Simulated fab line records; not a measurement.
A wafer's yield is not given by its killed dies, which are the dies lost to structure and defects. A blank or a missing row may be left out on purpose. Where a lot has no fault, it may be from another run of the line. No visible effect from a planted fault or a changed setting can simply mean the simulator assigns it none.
Split-lot study ; flow sky130 ; 23 wafers read from 5 lots, route of 708 steps

== ABOUT THE SPLIT ==
At SKY_SD_N_IMPLANT_10, the setting energyKev was moved away from the recipe's 20 on 10 of the 23 wafers read, by -2.4% to +3.3%. The other wafers ran this setting at the recipe's value.

Reading taken at the split's own step.

== THE READING ==
In nm, at SKY_SD_N_IMPLANT_10: implant.drpNm, which is the simulator's own figure and was read by no gauge. There is no usual value for it anywhere in the file.

wafer;tool, chamber at the split;energyKev as run;against the recipe;implant.drpNm, nm;against lot-mates on the recipe
L074.1;implanter-04, 0;20;recipe;13;-
L074.4;implanter-04, 0;20;recipe;13;-
L074.5;implanter-04, 0;20;recipe;13;-
L074.3;implanter-04, 0;19.52;-2.4%;12.81;-0.19
L074.6;implanter-04, 0;19.52;-2.4%;12.81;-0.19
L076.2;implanter-03, 0;20;recipe;13;-
L076.4;implanter-03, 0;20;recipe;13;-
L076.6;implanter-03, 0;20;recipe;13;-
L077.1;implanter-03, 0;20;recipe;13;-
L077.4;implanter-03, 0;20;recipe;13;-
L077.2;implanter-03, 0;20.39;+2.0%;13.15;+0.15
L077.3;implanter-03, 0;20.39;+2.0%;13.15;+0.15
L077.6;implanter-03, 0;20.39;+2.0%;13.15;+0.15
L079.1;implanter-01, 0;20.66;+3.3%;13.26;+0.26
L079.2;implanter-01, 0;20.66;+3.3%;13.26;+0.26
L079.3;implanter-01, 0;20.66;+3.3%;13.26;+0.26
L079.4;implanter-01, 0;20;recipe;13;-
L079.5;implanter-01, 0;20;recipe;13;-
L084.2;implanter-03, 0;20;recipe;13;-
L084.3;implanter-03, 0;20;recipe;13;-
L084.5;implanter-03, 0;20;recipe;13;-
L084.4;implanter-03, 0;20.34;+1.7%;13.13;+0.13
L084.6;implanter-03, 0;20.34;+1.7%;13.13;+0.13

FIT RESULTS
A straight line over all 23 wafers: implant.drpNm changes by +0.0785 nm for each +1% of energyKev; r = +1.00; the points scatter about the line by 0.0015 nm.
The same after taking each lot's own level away (the mean of its wafers on the recipe; 23 wafers): +0.0785 nm for each +1%; r = +1.00; scatter 0.0015 nm.
That fit puts the effect of the largest move of energyKev on the reading at 0.26 nm.
The lots' own levels span 13.000 to 13.000 nm.
The two slopes agree, so the slope changes little with the lot-to-lot level.
Check: +0.258 nm against its lot-mates is what the line predicts for one of the wafers moved furthest among these (+3.3%) when that wafer is left out of the fit. It came out at +0.26 nm against them.

== ADDITIONAL SPLITS CARRIED BY THESE WAFERS ==
Other splits were also applied to these wafers ahead of the reading. Each is held against what the fit with the lots' levels taken away leaves over:
other split on the same wafers;wafers away from the commonest value;r with implant.drpNm (lot level and that fit taken away)
SKY_SD_P_COAT_02 resistThkNm;9;+0.08
SKY_RES_XHIGH_COAT_02 resistThkNm;4;-0.15
SKY_RES_XHIGH_EXPOSE_04 doseMj;4;-0.08
SKY_SD_N_SOFTBAKE_03 tempC;12;+0.15

== THE FILE'S OWN FIT ==
implant.drpNm changes by +0.0782 nm for each +1% of energyKev, r = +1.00.
